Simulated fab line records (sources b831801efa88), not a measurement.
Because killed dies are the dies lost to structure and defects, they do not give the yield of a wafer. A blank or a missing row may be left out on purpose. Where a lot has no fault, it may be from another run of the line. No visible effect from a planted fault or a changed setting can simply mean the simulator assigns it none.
Which tool did it? | flow gf180mcu | 42 wafers from 14 lots sampled at 2 of the route's 602 steps

## WHAT THE GAUGES SHOWED, per wafer
GF_VT_IMPLANT_OVL_MEAS_40.
lot  | measured     | on         | VT_IMPLANT_03_OVL (nm)
L926 | day 7 16:45  | overlay-01 | 0.5 -1.1 -1.3
L928 | day 8 06:09  | overlay-01 | -0.2 -1.4 -0.4
L929 | day 8 18:18  | overlay-02 | 1.6 1.1 2.8
L932 | day 9 11:13  | overlay-02 | 2.0 0.9 0.0
L933 | day 10 00:20 | overlay-02 | 0.8 1.7 0.7
L934 | day 10 01:21 | overlay-01 | 1.2 0.6 -0.2
L935 | day 10 11:04 | overlay-02 | 3.4 2.2 2.4
L940 | day 11 21:16 | overlay-02 | -1.2 -1.4 0.0
L941 | day 12 01:22 | overlay-02 | 0.3 1.7 0.5
L943 | day 12 13:28 | overlay-01 | -1.6 -1.2 -1.9
L944 | day 12 21:42 | overlay-01 | -1.5 -0.9 -0.9
L945 | day 13 03:19 | overlay-02 | -0.2 1.1 -0.2
L946 | day 13 08:38 | overlay-02 | 0.2 -0.3 -1.0
L947 | day 13 16:01 | overlay-02 | 2.4 -0.5 -0.3

GF_POLY_GATE_CD_MEAS_10 targets a cd of 280 nm.
lot  | measured     | on        | cd_nm (nm)
L926 | day 9 10:15  | cd_sem-02 | 280.9 278.8 279.1
L928 | day 10 03:08 | cd_sem-02 | 281.0 279.6 280.3
L929 | day 10 11:46 | cd_sem-02 | 277.7 277.7 278.7
L932 | day 11 05:09 | cd_sem-01 | 279.8 279.9 279.7
L933 | day 11 20:17 | cd_sem-01 | 282.9 282.0 282.4
L934 | day 11 20:22 | cd_sem-02 | 283.2 282.1 282.0
L935 | day 12 06:28 | cd_sem-01 | 281.4 280.3 279.9
L940 | day 13 20:25 | cd_sem-01 | 277.6 278.1 279.0
L941 | day 14 02:33 | cd_sem-01 | 278.8 280.2 277.9
L943 | day 14 12:07 | cd_sem-02 | 278.3 279.5 279.2
L944 | day 14 22:04 | cd_sem-02 | 278.9 280.4 279.7
L945 | day 15 02:23 | cd_sem-02 | 277.8 277.5 278.2
L946 | day 15 07:44 | cd_sem-02 | 279.6 278.8 279.8
L947 | day 15 17:43 | cd_sem-01 | 279.5 280.8 280.4

## EACH LOT AND THE TOOL THAT RAN IT (in order: tool; ch and the chambers of the sampled wafers; start)
There is no process step in the record ahead of these readings.

## WHAT THE TOOLS THEMSELVES READ (means of the sampled wafers that have a number; where no wafer has one, the mark that the record gives instead)
The record holds no such reading with a usual standard deviation.

## THE ANSWER, worked out from the rows above alone
Rule: the usual values come from the lots themselves. Put in order of their means at a reading, lots are off if they are a third of the lots or fewer, leave a main group of 4 or more, and stand apart from it by a gap of 3 or more times the standard deviation of the main group's means; of several such gaps the widest counts. If all means in a main group match to the digits the tables above print for the reading, that group is not used. A lot without any number at a reading at which 4 lots or more have one is off too. All remaining lots with rows at the step are treated as sound. After the gauges, taken in route order, come the tools' own readings; for these a lot's mean is taken, as printed above. The first step at which some lot is off is used, and at that step the reading that is off furthest; a lot without a number counts as furthest.
No lot is off on any of the readings shown, so nothing can be concluded from this.

## WHAT WAS PUT IN BY THE SIMULATOR
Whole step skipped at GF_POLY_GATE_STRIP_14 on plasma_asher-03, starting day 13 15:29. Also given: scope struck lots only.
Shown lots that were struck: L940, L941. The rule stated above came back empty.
